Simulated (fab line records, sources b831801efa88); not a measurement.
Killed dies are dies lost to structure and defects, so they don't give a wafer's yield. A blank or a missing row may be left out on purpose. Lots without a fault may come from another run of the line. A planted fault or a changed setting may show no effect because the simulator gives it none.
A struck lot beside a sound one | flow sfq_line | 37 steps out of a route of 325
Sound: wafers L504.1, L504.4, L504.6. Struck: wafer L515.3. (L515.4 of the same lot was not struck and is left out.) The cause comes at the end.
At each step with rows: each side's tool, then ch and its chambers, then its first start. Under that, the readings that differ: sound wafers | struck wafers | difference of the means | sigmas: that difference in standard deviations of wafers without a fault.
alike: readings whose means differ by less than 2 such deviations, and words and numbers that are the same on both sides. not compared: withheld readings, readings that some wafer has no value for, bounds like >300 that may hide the same value, and numbers for which the record gives no deviation and whose values overlap.
The two part at a step that has a row with sigmas, a row that says differs or no value, or rows on one side only. Numbers that don't overlap but have no deviation are shown without sigmas and don't part them. A reading that every wafer of one side lacks parts them only if that side has two wafers or more.

SFQ_R5_THK_MEAS_934: measures by xrf.
  sound on film_metro-03, day 47 21:01; struck on film_metro-03, day 50 18:02
  alike: R5_MONX_THK
then, 6 steps without rows for these wafers: SFQ_TRILAYER_R5_LITHO_COAT_141 (resist thk 62 nm); SFQ_TRILAYER_R5_LITHO_COAT_136 (resist thk 600 nm); SFQ_TRILAYER_R5_LITHO_SOFTBAKE_140; SFQ_TRILAYER_R5_LITHO_EXPOSE_137 (exposes mask R5, target cd 500 nm); SFQ_TRILAYER_R5_LITHO_PEB_139 (peb time 60 s); SFQ_TRILAYER_R5_LITHO_DEVELOP_138 (time 60 s).
-- the record jumps here: 4 days lie between the struck wafers' starts before and after --
SFQ_R5_OVL_MEAS_935:
  sound on overlay-02, day 52 00:24; struck on overlay-01, day 55 00:58
  alike: R5_OVL
SFQ_TRILAYER_R5_BARC_OPEN_METAL_ETCH_177: etches BARC in O2, target depth 125 nm, time 41.7 s.
  sound on rie_metal-01 ch 0, day 52 00:26; struck on rie_metal-01 ch 1, day 55 01:01
  reading                     | sound       | struck | difference | sigmas
  drypump_motor_current_A (A) | 5.0 5.0 5.0 | 5.8    | +0.8       | +2
  alike: oes_product_au
  not compared: rf_hours_counter_h
then, 1 step without rows for these wafers: SFQ_TRILAYER_R5_ETCH_METAL_ETCH_139 (etches the open film in Cl2, stops on SiO2, target depth 60 nm, time 40 s).
SFQ_TRILAYER_R5_STRIP_STRIP_140: strips in O2.
  sound on rie_metal-01 ch 0, day 52 00:33; struck on rie_metal-01 ch 1, day 55 01:37
  reading                     | sound       | struck | difference | sigmas
  drypump_motor_current_A (A) | 5.0 5.0 5.0 | 5.8    | +0.8       | +2
  alike: oes_product_au
  not compared: rf_hours_counter_h
then, 1 step without rows for these wafers: SFQ_TRILAYER_R5_STRIP_SOLV_CLEAN_141 (cleans in NMP, time 600 s).
SFQ_TRILAYER_A5C_DEP_PECVD_142: deposits SiO2 from SiH4/N2O, time 15.556 s, target thk 70 nm.
  sound on pecvd-04 ch 1,2, day 52 01:19; struck on pecvd-02 ch 1, day 55 02:35
  reading                                              | sound             | struck | difference | sigmas
  model.SiO2_of_TRILAYER_A5C_DEP_PECVD_142.thk_nm (nm) | 67.96 68.52 69.05 | 64.89  | -3.62      |
  alike: heater_power_w, throttle_valve_pct
then, 6 steps without rows for these wafers: SFQ_TRILAYER_I5_LITHO_COAT_149 (resist thk 62 nm); SFQ_TRILAYER_I5_LITHO_COAT_144 (resist thk 650 nm); SFQ_TRILAYER_I5_LITHO_SOFTBAKE_148; SFQ_TRILAYER_I5_LITHO_EXPOSE_145 (exposes mask I5, target cd 700 nm); SFQ_TRILAYER_I5_LITHO_PEB_147 (peb time 60 s); SFQ_TRILAYER_I5_LITHO_DEVELOP_146 (time 60 s).
SFQ_I5_OVL_MEAS_936:
  sound on overlay-02, day 52 15:56; struck on overlay-02, day 56 03:55
  alike: I5_OVL
SFQ_TRILAYER_I5_BARC_OPEN_VIA_ETCH_200: etches BARC in O2, target depth 125 nm, time 41.7 s.
  sound on rie_diel-02 ch 2,3, day 52 15:58; struck on rie_diel-01 ch 2, day 56 03:56
  alike: drypump_motor_current_A, oes_product_au
  not compared: rf_hours_counter_h
SFQ_TRILAYER_I5_ETCH_VIA_ETCH_147: etches the open film in CHF3, stops on Nb, target depth 360 nm.
  sound on rie_diel-02 ch 2,3, day 52 16:01; struck on rie_diel-01 ch 2, day 56 03:59
  alike: drypump_motor_current_A, oes_product_au
then, 8 steps without rows for these wafers: SFQ_TRILAYER_I5_STRIP_STRIP_148 (strips in O2); SFQ_TRILAYER_I5_STRIP_SOLV_CLEAN_149 (cleans in NMP, time 600 s); SFQ_TRILAYER_C5_LITHO_COAT_156 (resist thk 62 nm); SFQ_TRILAYER_C5_LITHO_COAT_151 (resist thk 650 nm); SFQ_TRILAYER_C5_LITHO_SOFTBAKE_155; SFQ_TRILAYER_C5_LITHO_EXPOSE_152 (exposes mask C5, target cd 500 nm); SFQ_TRILAYER_C5_LITHO_PEB_154 (peb time 60 s); SFQ_TRILAYER_C5_LITHO_DEVELOP_153 (time 60 s).
-- the record jumps here: 5 days lie between the struck wafers' starts before and after --
SFQ_C5_OVL_MEAS_937:
  sound on overlay-02, day 57 07:03; struck on overlay-02, day 60 20:38
  alike: C5_OVL
then, 1 step without rows for these wafers: SFQ_TRILAYER_C5_BARC_OPEN_VIA_ETCH_210 (etches BARC in O2, target depth 125 nm, time 41.7 s).
SFQ_TRILAYER_C5_ETCH_VIA_ETCH_154: etches SiO2 in CHF3, stops on Nb, target depth 84 nm.
  sound on rie_diel-01 ch 1, day 57 07:08; struck on rie_diel-03 ch 3, day 60 20:42
  reading                        | sound             | struck | difference | sigmas
  oes_product_au (a.u.)          | 0.886 0.886 0.890 | 0.854  | -0.033     | -4
  model.C5.feature_depth_nm (nm) | 67.96 68.52 69.05 | 64.89  | -3.62      |
  model.etch.depth_nm (nm)       | 67.96 68.52 69.05 | 64.89  | -3.62      |
  alike: drypump_motor_current_A
SFQ_TRILAYER_C5_STRIP_STRIP_155: strips in O2.
  sound on rie_metal-03 ch 0,1, day 57 07:13; struck on rie_metal-04 ch 0, day 60 20:57
  reading               | sound             | struck | difference | sigmas
  oes_product_au (a.u.) | 1.018 1.020 1.010 | 0.993  | -0.023     | -2
  alike: drypump_motor_current_A
  not compared: rf_hours_counter_h
then, 1 step without rows for these wafers: SFQ_TRILAYER_C5_STRIP_SOLV_CLEAN_156 (cleans in NMP, time 600 s).
SFQ_TRILAYER_M6_DEP_PRE_CLEAN_158: time 22.5 s.
  sound on pvd_sputter-05, day 57 07:59; struck on pvd_sputter-03, day 60 21:32
  reading                                              | sound             | struck | difference | sigmas
  model.SiO2_of_TRILAYER_A5C_DEP_PECVD_142.thk_nm (nm) | 60.46 61.02 61.55 | 57.39  | -3.62      |
then, 1 step without rows for these wafers: SFQ_TRILAYER_M6_DEP_SPUTTER_157 (material Nb, target thk 200 nm, time 133.3 s).

WHERE THEY PART
First at SFQ_TRILAYER_R5_BARC_OPEN_METAL_ETCH_177; last, within this record, at SFQ_TRILAYER_C5_STRIP_STRIP_155.

WHY: what the simulator had put in
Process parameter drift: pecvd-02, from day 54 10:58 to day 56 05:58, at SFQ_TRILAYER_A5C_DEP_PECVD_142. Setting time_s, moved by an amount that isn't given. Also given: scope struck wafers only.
